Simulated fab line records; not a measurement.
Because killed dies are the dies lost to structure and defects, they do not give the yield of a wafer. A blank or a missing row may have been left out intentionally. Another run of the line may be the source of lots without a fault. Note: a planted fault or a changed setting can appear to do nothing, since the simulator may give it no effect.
fab line records ; flow sky130 ; part 1 of 2: steps 1 to 28 of 39
record: lots: 5; wafers: 15; last-day: 49
route steps=708 shown VIA3@595 METAL4@598 CAP2M@603
lots untouched by any fault: they come from a run of this same line in which no faults occurred
start-h: hours from the record's opening day to when the first of the lot's shown wafers began ; wait-h: hours from the lot's prior step to this one ; " as in the row above ; L1.1+2: one row covering several wafers at once ; - no value present, or no start provided ; * or withheld: withheld ; < > ~ a bound
route shown NAME@n: a module of which the file shows steps, and the number in the route of the first ; usual: mean and standard deviation over wafers with no fault ; same: alike in all rows ; chamber/n: place in a boat ; sites: per-site readings ; _std_site: how widely they spread, as a standard deviation ; _edge_site: mean of outer sites minus mean of inner sites ; radius-mm: how far each site lies from the wafer's centre ; mask NAME#n: copy n ; behind: the last tool/chamber to shape the wafer ; hold: reason for holding the lot/hours on hold/outcome of the hold ; device: names the non-switching transistor (n, p or np) ; end of line: at the end of the route, the tests of the same wafers ; a step with no rows: only its recipe ; killed: at the first sort, the dies lost to defects and structure; wafer yield is something else ; map: a wafer's dies, x killed, . not, _ none there
set.NAME: the run value of the setting; set.NAME@STEP: its run value at that earlier step ; model.NAME: the simulator's own value behind a step, which no gauge read
lots seen at some steps along the route; tables by step, rows by wafer
services: the hour from which a tool's chamber was out of use, counted from the record's first day as start-h (under 0 if before that day), plus the number of hours and why
== steps ==
step: SKY_VIA3_RS_MEAS_22
recipe: thk-meas-gauge: four-point-probe; reads: W_of_VIA3_CVD_21+TiN_of_VIA3_SPUTTER_20
usual: VIA3_W_RS: 0.292/0.0066
lot.wafer;tool;chamber;start-h;wait-h;VIA3_W_RS[ohm/sq]
L079.2;film-metro-01;-;968.38;0.1;0.300
L079.4;film-metro-01;-;968.38;0.1;0.297
L079.5;film-metro-01;-;968.38;0.1;0.284
L082.2;film-metro-04;-;984.15;0.1;0.286
L082.3;film-metro-04;-;984.15;0.1;0.296
L082.4;film-metro-04;-;984.15;0.1;0.286
L087.2;film-metro-01;-;1030.00;0.1;0.291
L087.3;film-metro-01;-;1030.00;0.1;0.287
L087.4;film-metro-01;-;1030.00;0.1;0.296
L088.2;film-metro-01;-;1035.49;0.1;0.293
L088.5;film-metro-01;-;1035.49;0.1;0.288
L088.6;film-metro-01;-;1035.49;0.1;0.296
L091.1;film-metro-02;-;1050.82;0.1;0.287
L091.4;film-metro-02;-;1050.82;0.1;0.297
L091.6;film-metro-02;-;1050.82;0.1;0.303
step: SKY_VIA3_THK_MEAS_23
recipe: thk-meas-gauge: xrf; reads: W_of_VIA3_CVD_21
usual: VIA3_W_THK: 403/10
lot.wafer;tool;chamber;start-h;wait-h;VIA3_W_THK[nm]
L079.2;film-metro-01;-;968.49;0.1;395
L079.4;film-metro-01;-;968.49;0.1;402
L079.5;film-metro-01;-;968.49;0.1;418
L082.2;film-metro-04;-;984.26;0.1;415
L082.3;film-metro-04;-;984.26;0.1;403
L082.4;film-metro-04;-;984.26;0.1;415
L087.2;film-metro-01;-;1030.11;0.1;407
L087.3;film-metro-01;-;1030.11;0.1;412
L087.4;film-metro-01;-;1030.11;0.1;397
L088.2;film-metro-01;-;1035.60;0.1;402
L088.5;film-metro-01;-;1035.60;0.1;409
L088.6;film-metro-01;-;1035.60;0.1;400
L091.1;film-metro-02;-;1050.94;0.1;408
L091.4;film-metro-02;-;1050.94;0.1;394
L091.6;film-metro-02;-;1050.94;0.1;386
step: SKY_VIA3_CMP_24
recipe: stop-on: SiO2; t-overpolish-s: 20; down-force-psi: 3.5; platen-rpm: 60; target-thk-nm: 0; pad-velocity-m-s: 0.94248
usual: edge-zone-pressure-frac: 1.000/0.0049; motor-current-A: 11.9/1.1; overpolish-run-s: 20.001/0.0096; slurry-filter-dp-kPa: 13.49/0.14; time-to-endpoint-s: 95/3.3
lot.wafer;tool;chamber;start-h;wait-h;edge-zone-pressure-frac;motor-current-A;overpolish-run-s;slurry-filter-dp-kPa;time-to-endpoint-s
L079.2;cmp-02;1;968.64;0.1;1.005;12.6;20.006;13.35;92
L079.4;cmp-02;2;968.64;0.1;1.002;12.5;19.998;13.66;93
L079.5;cmp-02;0;968.64;0.1;0.996;13.1;20.006;13.61;103
L082.3;cmp-02;1;984.36;0.1;1.012;13.1;20.003;13.49;96
L082.2;cmp-02;2;984.36;0.1;1.004;13.1;20.003;13.46;97
L082.4;cmp-02;3;984.36;0.1;1.003;13.4;19.990;13.50;97
L087.4;cmp-01;0;1030.16;0.0;1.001;11.2;19.999;13.40;90
L087.3;cmp-01;1;1030.16;0.0;1.009;11.4;20.006;13.62;93
L087.2;cmp-01;2;1030.16;0.0;0.997;13.4;19.988;13.20;92
L088.2;cmp-01;3;1035.65;0.0;1.003;10.6;19.988;13.56;95
L088.5;cmp-01;3;1035.65;0.0;1.002;10.3;20.015;13.60;96
L088.6;cmp-01;0;1035.65;0.0;0.990;12.1;20.014;13.50;96
L091.1;cmp-01;1;1051.44;0.5;0.999;11.0;20.019;13.56;96
L091.4;cmp-01;0;1051.44;0.5;1.004;11.5;20.000;13.63;93
L091.6;cmp-01;2;1051.44;0.5;1.010;12.7;19.994;13.59;99
step: SKY_METAL4_SPUTTER_00
recipe: material: Ti; target-thk-nm: 15; power-w: 3000; time-s: 10; chamber-pressure-pa: 0.4
usual: throttle-valve-pct: 30.2/0.62
lot.wafer;tool;chamber;start-h;wait-h;throttle-valve-pct
L079.2;pvd-sputter-01;-;968.84;0.1;30.1
L079.4;pvd-sputter-01;-;968.84;0.1;30.1
L079.5;pvd-sputter-01;-;968.84;0.1;29.8
L082.2;pvd-sputter-03;-;984.61;0.1;30.6
L082.3;pvd-sputter-03;-;984.61;0.1;30.2
L082.4;pvd-sputter-03;-;984.61;0.1;30.7
L087.2;pvd-sputter-03;-;1030.46;0.1;30.5
L087.3;pvd-sputter-03;-;1030.46;0.1;30.6
L087.4;pvd-sputter-03;-;1030.46;0.1;30.2
L088.2;pvd-sputter-04;-;1035.95;0.2;29.5
L088.5;pvd-sputter-04;-;1035.95;0.2;30.3
L088.6;pvd-sputter-04;-;1035.95;0.2;30.8
L091.1;pvd-sputter-03;-;1051.77;0.3;30.5
L091.4;pvd-sputter-03;-;1051.77;0.3;30.7
L091.6;pvd-sputter-03;-;1051.77;0.3;30.6
step: SKY_METAL4_SPUTTER_01
recipe: material: TiN; target-thk-nm: 20; power-w: 6500; time-s: 16.7; chamber-pressure-pa: 0.4
usual: throttle-valve-pct: 30.1/0.61
lot.wafer;tool;chamber;start-h;wait-h;throttle-valve-pct
L079.2;pvd-sputter-01;-;968.86;0.0;29.8
L079.4;pvd-sputter-01;-;968.86;0.0;30.3
L079.5;pvd-sputter-01;-;968.86;0.0;30.1
L082.2;pvd-sputter-03;-;984.63;0.0;30.2
L082.3;pvd-sputter-03;-;984.63;0.0;30.1
L082.4;pvd-sputter-03;-;984.63;0.0;30.5
L087.2;pvd-sputter-03;-;1030.48;0.0;30.6
L087.3;pvd-sputter-03;-;1030.48;0.0;30.3
L087.4;pvd-sputter-03;-;1030.48;0.0;30.3
L088.2;pvd-sputter-04;-;1035.97;0.0;29.6
L088.5;pvd-sputter-04;-;1035.97;0.0;30.6
L088.6;pvd-sputter-04;-;1035.97;0.0;30.6
L091.1;pvd-sputter-03;-;1051.79;0.0;30.5
L091.4;pvd-sputter-03;-;1051.79;0.0;30.6
L091.6;pvd-sputter-03;-;1051.79;0.0;30.3
step: SKY_METAL4_SPUTTER_02
recipe: material: AlCu; target-thk-nm: 735; power-w: 10600; time-s: 39.1; chamber-pressure-pa: 0.4
usual: throttle-valve-pct: 30.2/0.63
lot.wafer;tool;chamber;start-h;wait-h;throttle-valve-pct
L079.2;pvd-sputter-01;-;968.89;0.0;29.9
L079.4;pvd-sputter-01;-;968.89;0.0;30.2
L079.5;pvd-sputter-01;-;968.89;0.0;29.8
L082.2;pvd-sputter-03;-;984.66;0.0;30.6
L082.3;pvd-sputter-03;-;984.66;0.0;30.1
L082.4;pvd-sputter-03;-;984.66;0.0;30.7
L087.2;pvd-sputter-03;-;1030.51;0.0;30.3
L087.3;pvd-sputter-03;-;1030.51;0.0;30.6
L087.4;pvd-sputter-03;-;1030.51;0.0;30.1
L088.2;pvd-sputter-04;-;1036.00;0.0;29.9
L088.5;pvd-sputter-04;-;1036.00;0.0;30.7
L088.6;pvd-sputter-04;-;1036.00;0.0;30.5
L091.1;pvd-sputter-03;-;1051.82;0.0;30.6
L091.4;pvd-sputter-03;-;1051.82;0.0;30.6
L091.6;pvd-sputter-03;-;1051.82;0.0;30.5
step: SKY_METAL4_SPUTTER_03
recipe: material: Ti; target-thk-nm: 5; power-w: 3000; time-s: 3.3; chamber-pressure-pa: 0.4
usual: throttle-valve-pct: 30.1/0.61
lot.wafer;tool;chamber;start-h;wait-h;throttle-valve-pct
L079.2;pvd-sputter-01;-;968.92;0.0;29.6
L079.4;pvd-sputter-01;-;968.92;0.0;30.0
L079.5;pvd-sputter-01;-;968.92;0.0;29.9
L082.2;pvd-sputter-03;-;984.69;0.0;30.5
L082.3;pvd-sputter-03;-;984.69;0.0;30.3
L082.4;pvd-sputter-03;-;984.69;0.0;30.4
L087.2;pvd-sputter-03;-;1030.54;0.0;30.7
L087.3;pvd-sputter-03;-;1030.54;0.0;30.4
L087.4;pvd-sputter-03;-;1030.54;0.0;30.2
L088.2;pvd-sputter-04;-;1036.03;0.0;29.7
L088.5;pvd-sputter-04;-;1036.03;0.0;30.6
L088.6;pvd-sputter-04;-;1036.03;0.0;30.5
L091.1;pvd-sputter-03;-;1051.86;0.0;30.3
L091.4;pvd-sputter-03;-;1051.86;0.0;30.8
L091.6;pvd-sputter-03;-;1051.86;0.0;30.6
step: SKY_METAL4_SPUTTER_04
recipe: material: TiN; target-thk-nm: 70; power-w: 6500; time-s: 58.3; chamber-pressure-pa: 0.4
usual: throttle-valve-pct: 30.1/0.62
lot.wafer;tool;chamber;start-h;wait-h;throttle-valve-pct
L079.2;pvd-sputter-01;-;968.94;0.0;29.6
L079.4;pvd-sputter-01;-;968.94;0.0;30.2
L079.5;pvd-sputter-01;-;968.94;0.0;29.7
L082.2;pvd-sputter-03;-;984.71;0.0;30.2
L082.3;pvd-sputter-03;-;984.71;0.0;30.2
L082.4;pvd-sputter-03;-;984.71;0.0;30.5
L087.2;pvd-sputter-03;-;1030.56;0.0;30.5
L087.3;pvd-sputter-03;-;1030.56;0.0;30.7
L087.4;pvd-sputter-03;-;1030.56;0.0;30.3
L088.2;pvd-sputter-04;-;1036.05;0.0;29.6
L088.5;pvd-sputter-04;-;1036.05;0.0;30.6
L088.6;pvd-sputter-04;-;1036.05;0.0;30.5
L091.1;pvd-sputter-03;-;1051.88;0.0;30.8
L091.4;pvd-sputter-03;-;1051.88;0.0;30.7
L091.6;pvd-sputter-03;-;1051.88;0.0;30.5
step: SKY_CAP2M_CVD_00
recipe: material: SiO2; target-thk-nm: 15.5; temp-c: 400; time-s: withheld; rf-w: 450
usual: heater-power-outer-w: 426/68; heater-power-w: 722/110
lot.wafer;tool;chamber;start-h;wait-h;heater-power-outer-w;heater-power-w
L079.2;pecvd-03;1;968.99;0.0;351;668
L079.4;pecvd-03;1;968.99;0.0;347;671
L079.5;pecvd-03;2;968.99;0.0;508;815
L082.2;pecvd-02;2;984.76;0.0;393;698
L082.3;pecvd-02;0;984.76;0.0;483;791
L082.4;pecvd-02;1;984.76;0.0;319;598
L087.2;pecvd-02;2;1030.61;0.0;425;751
L087.3;pecvd-02;0;1030.61;0.0;486;785
L087.4;pecvd-02;2;1030.61;0.0;432;766
L088.2;pecvd-04;1;1036.10;0.0;313;522
L088.5;pecvd-04;0;1036.10;0.0;368;575
L088.6;pecvd-04;1;1036.10;0.0;316;523
L091.1;pecvd-03;2;1051.93;0.0;486;802
L091.4;pecvd-03;1;1051.93;0.0;478;838
L091.6;pecvd-03;2;1051.93;0.0;499;783
step: SKY_CAP2M_THK_MEAS_01
recipe: reads: SiO2_of_CAP2M_CVD_00
usual: CAP2M_CVD_00_THK: 15.46/0.24
lot.wafer;tool;chamber;start-h;wait-h;CAP2M_CVD_00_THK[nm]
L079.2;film-metro-03;-;969.02;-;15.14
L079.4;film-metro-03;-;969.02;-;15.33
L079.5;film-metro-03;-;969.02;-;15.68
L082.2;film-metro-01;-;984.79;-;15.39
L082.3;film-metro-01;-;984.79;-;15.56
L082.4;film-metro-01;-;984.79;-;15.41
L087.2;film-metro-03;-;1030.64;-;15.48
L087.3;film-metro-03;-;1030.64;-;15.43
L087.4;film-metro-03;-;1030.64;-;15.64
L088.2;film-metro-02;-;1036.13;-;15.15
L088.5;film-metro-02;-;1036.13;-;15.63
L088.6;film-metro-02;-;1036.13;-;15.40
L091.1;film-metro-03;-;1051.95;-;15.61
L091.4;film-metro-03;-;1051.95;-;15.66
L091.6;film-metro-03;-;1051.95;-;15.87
step: SKY_CAP2M_SPUTTER_02
recipe: material: TiN; target-thk-nm: 200; temp-c: 300; power-w: 6500; time-s: 166.7; chamber-pressure-pa: 0.4
usual: throttle-valve-pct: 29.7/1
lot.wafer;tool;chamber;start-h;wait-h;throttle-valve-pct
L079.2;pvd-sputter-03;-;969.07;0.0;30.1
L079.4;pvd-sputter-03;-;969.07;0.0;30.2
L079.5;pvd-sputter-03;-;969.07;0.0;30.2
L082.2;pvd-sputter-01;-;984.84;0.0;29.7
L082.3;pvd-sputter-01;-;984.84;0.0;27.9
L082.4;pvd-sputter-01;-;984.84;0.0;29.6
L087.2;pvd-sputter-02;-;1030.69;0.0;28.2
L087.3;pvd-sputter-02;-;1030.69;0.0;30.4
L087.4;pvd-sputter-02;-;1030.69;0.0;30.2
L088.2;pvd-sputter-02;-;1036.18;0.0;30.3
L088.5;pvd-sputter-02;-;1036.18;0.0;28.5
L088.6;pvd-sputter-02;-;1036.18;0.0;30.4
L091.1;pvd-sputter-02;-;1052.01;0.1;28.5
L091.4;pvd-sputter-02;-;1052.01;0.1;30.3
L091.6;pvd-sputter-02;-;1052.01;0.1;30.1
step: SKY_CAP2M_RS_MEAS_03
recipe: thk-meas-gauge: four-point-probe; reads: TiN_of_CAP2M_SPUTTER_02
usual: CAP2M_TIN_RS: 6.90/0.067
lot.wafer;tool;chamber;start-h;wait-h;CAP2M_TIN_RS[ohm/sq]
L079.2;film-metro-01;-;969.20;0.1;6.92
L079.4;film-metro-01;-;969.20;0.1;6.81
L079.5;film-metro-01;-;969.20;0.1;6.84
L082.2;film-metro-02;-;984.97;0.1;6.88
L082.3;film-metro-02;-;984.97;0.1;6.89
L082.4;film-metro-02;-;984.97;0.1;6.94
L087.2;film-metro-01;-;1030.82;0.1;6.83
L087.3;film-metro-01;-;1030.82;0.1;6.95
L087.4;film-metro-01;-;1030.82;0.1;6.91
L088.2;film-metro-03;-;1036.31;0.1;6.90
L088.5;film-metro-03;-;1036.31;0.1;6.73
L088.6;film-metro-03;-;1036.31;0.1;6.89
L091.1;film-metro-02;-;1052.12;0.1;6.79
L091.4;film-metro-02;-;1052.12;0.1;6.85
L091.6;film-metro-02;-;1052.12;0.1;6.87
step: SKY_CAP2M_THK_MEAS_04
recipe: thk-meas-gauge: xrf; reads: TiN_of_CAP2M_SPUTTER_02
usual: CAP2M_TIN_THK: 199.9/2.1
lot.wafer;tool;chamber;start-h;wait-h;CAP2M_TIN_THK[nm]
L079.2;film-metro-01;-;969.31;0.1;198.8
L079.4;film-metro-01;-;969.31;0.1;202.7
L079.5;film-metro-01;-;969.31;0.1;200.9
L082.2;film-metro-02;-;985.08;0.1;200.5
L082.3;film-metro-02;-;985.08;0.1;201.5
L082.4;film-metro-02;-;985.08;0.1;198.7
L087.2;film-metro-01;-;1030.93;0.1;199.9
L087.3;film-metro-01;-;1030.93;0.1;195.7
L087.4;film-metro-01;-;1030.93;0.1;197.6
L088.2;film-metro-03;-;1036.42;0.1;200.7
L088.5;film-metro-03;-;1036.42;0.1;205.3
L088.6;film-metro-03;-;1036.42;0.1;200.7
L091.1;film-metro-02;-;1052.24;0.1;204.4
L091.4;film-metro-02;-;1052.24;0.1;201.8
L091.6;film-metro-02;-;1052.24;0.1;202.0
step: SKY_CAP2M_DEHYDRATE_05
recipe: temp-c: 200; time-s: 60
usual: heater-power-total-W: 160.37/0.12
lot.wafer;tool;chamber;start-h;wait-h;heater-power-total-W
L079.2;litho-track-01;0;980.35;11.0;160.47
L079.4;litho-track-01;0;980.35;11.0;160.55
L079.5;litho-track-01;0;980.35;11.0;160.62
L082.2;litho-track-02;0;996.78;11.7;160.35
L082.3;litho-track-02;0;996.78;11.7;160.17
L082.4;litho-track-02;0;996.78;11.7;160.47
L087.2;litho-track-02;0;1041.23;10.3;160.34
L087.3;litho-track-02;0;1041.23;10.3;160.59
L087.4;litho-track-02;0;1041.23;10.3;160.35
L088.2;litho-track-01;0;1047.05;10.6;160.25
L088.5;litho-track-01;0;1047.05;10.6;160.36
L088.6;litho-track-01;0;1047.05;10.6;160.44
L091.1;litho-track-01;0;1062.02;9.8;160.22
L091.4;litho-track-01;0;1062.02;9.8;160.44
L091.6;litho-track-01;0;1062.02;9.8;160.42
step: SKY_CAP2M_HMDS_06
recipe: prime-time-s: 60; prime-temp-c: 120
lot.wafer;tool;chamber;start-h;wait-h
L079.2+4+5;litho-track-01;0;980.50;0.1
L082.2+3+4;litho-track-02;0;996.93;0.1
L087.2+3+4;litho-track-02;0;1041.38;0.1
L088.2+5+6;litho-track-01;0;1047.20;0.1
L091.1+4+6;litho-track-01;0;1062.17;0.1
step: SKY_CAP2M_COAT_07
recipe: resist: NOVOLAK; spin-rpm: 3000; resist-thk-nm: 1140
lot.wafer;tool;chamber;start-h;wait-h
L079.2+4+5;litho-track-01;0;980.65;0.1
L082.2+3+4;litho-track-02;0;997.08;0.1
L087.2+3+4;litho-track-02;0;1041.53;0.1
L088.2+5+6;litho-track-01;0;1047.35;0.1
L091.1+4+6;litho-track-01;0;1062.32;0.1
step: SKY_CAP2M_SOFTBAKE_08
recipe: temp-c: 90; time-s: 60; resist: NOVOLAK
usual: heater-power-total-W: 56.60/0.047
lot.wafer;tool;chamber;start-h;wait-h;heater-power-total-W
L079.2;litho-track-01;0;980.80;0.1;56.56
L079.4;litho-track-01;0;980.80;0.1;56.64
L079.5;litho-track-01;0;980.80;0.1;56.60
L082.2;litho-track-02;0;997.23;0.1;56.53
L082.3;litho-track-02;0;997.23;0.1;56.58
L082.4;litho-track-02;0;997.23;0.1;56.58
L087.2;litho-track-02;0;1041.68;0.1;56.63
L087.3;litho-track-02;0;1041.68;0.1;56.65
L087.4;litho-track-02;0;1041.68;0.1;56.60
L088.2;litho-track-01;0;1047.50;0.1;56.52
L088.5;litho-track-01;0;1047.50;0.1;56.72
L088.6;litho-track-01;0;1047.50;0.1;56.64
L091.1;litho-track-01;0;1062.47;0.1;56.65
L091.4;litho-track-01;0;1062.47;0.1;56.57
L091.6;litho-track-01;0;1062.47;0.1;56.65
step: SKY_CAP2M_EXPOSE_09
recipe: mask-id: CAP2M; na: 0.6; source-shape: conventional; sigma-outer: 0.6; polarization: unpolarized; target-cd-nm: 1000; dose-mj: 159
lot.wafer;tool;chamber;start-h;wait-h;mask
L079.2+4+5;iline-stepper-01;0;-;-;CAP2M#0
L082.2+3+4;iline-stepper-01;0;-;-;CAP2M#0
L087.2+3+4;iline-stepper-02;0;-;-;CAP2M#0
L088.2+5+6;iline-stepper-01;0;-;-;CAP2M#0
L091.1+4+6;iline-stepper-02;0;-;-;CAP2M#0
step: SKY_CAP2M_PEB_10
recipe: temp-c: withheld; time-s: *; resist: NOVOLAK
lot.wafer;tool;chamber;start-h;wait-h
L079.2+4+5;litho-track-01;0;-;-
L082.2+3+4;litho-track-03;0;-;-
L087.2+3+4;litho-track-02;0;-;-
L088.2+5+6;litho-track-02;0;-;-
L091.1+4+6;litho-track-03;0;-;-
step: SKY_CAP2M_DEVELOP_11
recipe: resist: NOVOLAK; developer: TMAH; develop-time-s: 60; dev-temp-c: 23
lot.wafer;tool;chamber;start-h;wait-h
L079.2+4+5;litho-track-01;0;992.75;0.1
L082.2+3+4;litho-track-03;0;1008.12;0.1
L087.2+3+4;litho-track-02;0;1052.28;0.1
L088.2+5+6;litho-track-02;0;1058.18;0.1
L091.1+4+6;litho-track-03;0;1072.74;0.1
step: SKY_CAP2M_OVL_MEAS_12
usual: CAP2M_OVL: -1.5/1.2
lot.wafer;tool;chamber;start-h;wait-h;CAP2M_OVL[nm]
L079.2;overlay-01;-;992.88;0.1;-1.7
L079.4;overlay-01;-;992.88;0.1;0.1
L079.5;overlay-01;-;992.88;0.1;-1.6
L082.2;overlay-02;-;1008.25;0.1;-3.3
L082.3;overlay-02;-;1008.25;0.1;-1.8
L082.4;overlay-02;-;1008.25;0.1;-2.5
L087.2;overlay-01;-;1052.41;0.1;-1.1
L087.3;overlay-01;-;1052.41;0.1;-3.5
L087.4;overlay-01;-;1052.41;0.1;-3.1
L088.2;overlay-01;-;1058.31;0.1;-2.5
L088.5;overlay-01;-;1058.31;0.1;-2.8
L088.6;overlay-01;-;1058.31;0.1;-1.7
L091.1;overlay-02;-;1072.89;0.1;-2.9
L091.4;overlay-02;-;1072.89;0.1;-1.4
L091.6;overlay-02;-;1072.89;0.1;-2.9
step: SKY_CAP2M_METAL_ETCH_13
recipe: target-depth-nm: 220; stop-on: SiO2; chemistry: Cl2/BCl3; target: TiN; pressure-mtorr: 10; icp-w: 900; bias-w: 48.5; Cl2_flow_sccm: 60; bcl3-flow-sccm: 30; time-s: 62.9
usual: drypump-motor-current-A: 5.63/0.17; oes-product-au: 0.942/0.0074; throttle-valve-pct: 21.901/0.0093
lot.wafer;tool;chamber;start-h;wait-h;drypump-motor-current-A;oes-product-au;rf-hours-counter-h;throttle-valve-pct
L079.2;rie-metal-01;0;992.91;0.0;5.85;0.945;20;21.892
L079.4;rie-metal-01;0;992.91;0.0;5.84;0.952;-;21.888
L079.5;rie-metal-01;0;992.91;0.0;5.85;0.945;-;21.904
L082.2;rie-metal-03;1;1008.31;0.0;5.29;0.951;-;21.897
L082.3;rie-metal-03;1;1008.31;0.0;5.30;0.950;-;21.908
L082.4;rie-metal-03;1;1008.31;0.0;5.30;0.935;-;21.913
L087.2;rie-metal-01;1;1052.44;0.0;5.53;0.949;22;21.889
L087.3;rie-metal-01;0;1052.44;0.0;5.82;0.947;-;21.906
L087.4;rie-metal-01;1;1052.44;0.0;5.52;0.939;-;21.898
L088.2;rie-metal-01;1;1058.34;0.0;5.53;0.933;23;21.909
L088.5;rie-metal-01;1;1058.34;0.0;5.52;0.958;-;21.896
L088.6;rie-metal-01;0;1058.34;0.0;5.82;0.951;-;21.890
L091.1;rie-metal-01;1;1072.93;0.0;5.53;0.949;24;21.894
L091.4;rie-metal-01;1;1072.93;0.0;5.52;0.947;-;21.901
L091.6;rie-metal-01;0;1072.93;0.0;5.85;0.939;-;21.896
step: SKY_CAP2M_STRIP_14
recipe: chemistry: O2/N2; power-w: 1400; pressure-mtorr: 1500; platen-temp-c: withheld; o2-flow-sccm: 3000; n2-flow-sccm: 300; overash-fraction: 0.5
usual: drypump-motor-current-A: 6.22/0.26; oes-product-au: 0.711/0.0044; strip-time-to-endpoint-s: 12.67/0.039
lot.wafer;tool;chamber;start-h;wait-h;drypump-motor-current-A;oes-product-au;rf-hours-counter-h;strip-time-to-endpoint-s
L079.2;plasma-asher-04;1;992.99;0.1;6.46;0.712;54;12.63
L079.4;plasma-asher-04;1;992.99;0.1;6.43;0.709;-;12.59
L079.5;plasma-asher-04;1;992.99;0.1;6.47;0.713;-;12.61
L082.2;plasma-asher-03;1;1008.44;0.1;6.33;0.717;120;12.66
L082.3;plasma-asher-03;0;1008.44;0.1;6.07;0.712;-;12.65
L082.4;plasma-asher-03;1;1008.44;0.1;6.30;0.716;-;12.69
L087.2;plasma-asher-03;0;1052.52;0.1;6.05;0.704;125;12.68
L087.3;plasma-asher-03;0;1052.52;0.1;6.07;0.709;-;12.66
L087.4;plasma-asher-03;1;1052.52;0.1;6.28;0.718;-;12.69
L088.2;plasma-asher-01;0;1058.42;0.1;5.87;0.710;33;12.68
L088.5;plasma-asher-01;1;1058.42;0.1;5.73;0.707;-;12.71
L088.6;plasma-asher-01;0;1058.42;0.1;5.88;0.714;-;12.67
L091.1;plasma-asher-04;0;1073.03;0.1;6.42;0.716;62;12.67
L091.4;plasma-asher-04;0;1073.03;0.1;6.47;0.698;-;12.68
L091.6;plasma-asher-04;1;1073.03;0.1;6.44;0.711;-;12.66
step: SKY_CAP2M_STRIP_15
recipe: chemistry: post-etch-residue-remover; time-s: 1200; temp-c: 72.5
lot.wafer;tool;chamber;start-h;wait-h
L079.2+4+5;wet-bench-01;0;993.09;0.1
L082.2+3+4;wet-bench-01;2;1008.54;0.1
L087.2+3+4;wet-bench-02;2;1052.62;0.1
L088.2+5+6;wet-bench-03;2;1058.52;0.1
L091.1+4+6;wet-bench-02;1;1073.17;0.1
step: SKY_CAP2M_CLEAN_16
recipe: chemistry: IPA; time-s: 180; temp-c: 25
lot.wafer;tool;chamber;start-h;wait-h
L079.2+4+5;wet-bench-03;3;993.43;0.0
L082.2+3+4;wet-bench-02;2;1008.91;0.0
L087.2+3+4;wet-bench-01;0;1052.99;0.0
L088.2+5+6;wet-bench-02;2;1058.86;0.0
L091.1+4+6;wet-bench-02;2;1073.51;0.0
step: SKY_CAP2M_CLEAN_17
recipe: chemistry: O3/DIW; dry: n2-spin
lot.wafer;tool;chamber;start-h;wait-h
L079.2+4+5;wet-bench-01;2;993.49;0.0
L082.2+3+4;wet-bench-03;0;1008.97;0.0
L087.2+3+4;wet-bench-03;0;1053.05;0.0
L088.2+5+6;wet-bench-01;1;1058.92;0.0
L091.1+4+6;wet-bench-03;3;1073.57;0.0
step: SKY_METAL4_DEHYDRATE_05
recipe: temp-c: 200; time-s: 60
usual: heater-power-total-W: 160.36/0.11
lot.wafer;tool;chamber;start-h;wait-h;heater-power-total-W
L079.2;litho-track-02;0;1004.68;11.1;160.36
L079.4;litho-track-02;0;1004.68;11.1;160.27
L079.5;litho-track-02;0;1004.68;11.1;160.22
L082.2;litho-track-04;0;1020.03;11.0;160.34
L082.3;litho-track-04;0;1020.03;11.0;160.19
L082.4;litho-track-04;0;1020.03;11.0;160.39
L087.2;litho-track-01;0;1063.30;10.2;160.36
L087.3;litho-track-01;0;1063.30;10.2;160.50
L087.4;litho-track-01;0;1063.30;10.2;160.52
L088.2;litho-track-04;0;1069.13;10.1;160.22
L088.5;litho-track-04;0;1069.13;10.1;160.38
L088.6;litho-track-04;0;1069.13;10.1;160.21
L091.1;litho-track-01;0;1083.52;9.9;160.30
L091.4;litho-track-01;0;1083.52;9.9;160.55
L091.6;litho-track-01;0;1083.52;9.9;160.25
step: SKY_METAL4_HMDS_06
recipe: prime-time-s: 60; prime-temp-c: 120
lot.wafer;tool;chamber;start-h;wait-h
L079.2+4+5;litho-track-02;0;1004.83;0.1
L082.2+3+4;litho-track-04;0;1020.18;0.1
L087.2+3+4;litho-track-01;0;1063.45;0.1
L088.2+5+6;litho-track-04;0;1069.28;0.1
L091.1+4+6;litho-track-01;0;1083.67;0.1
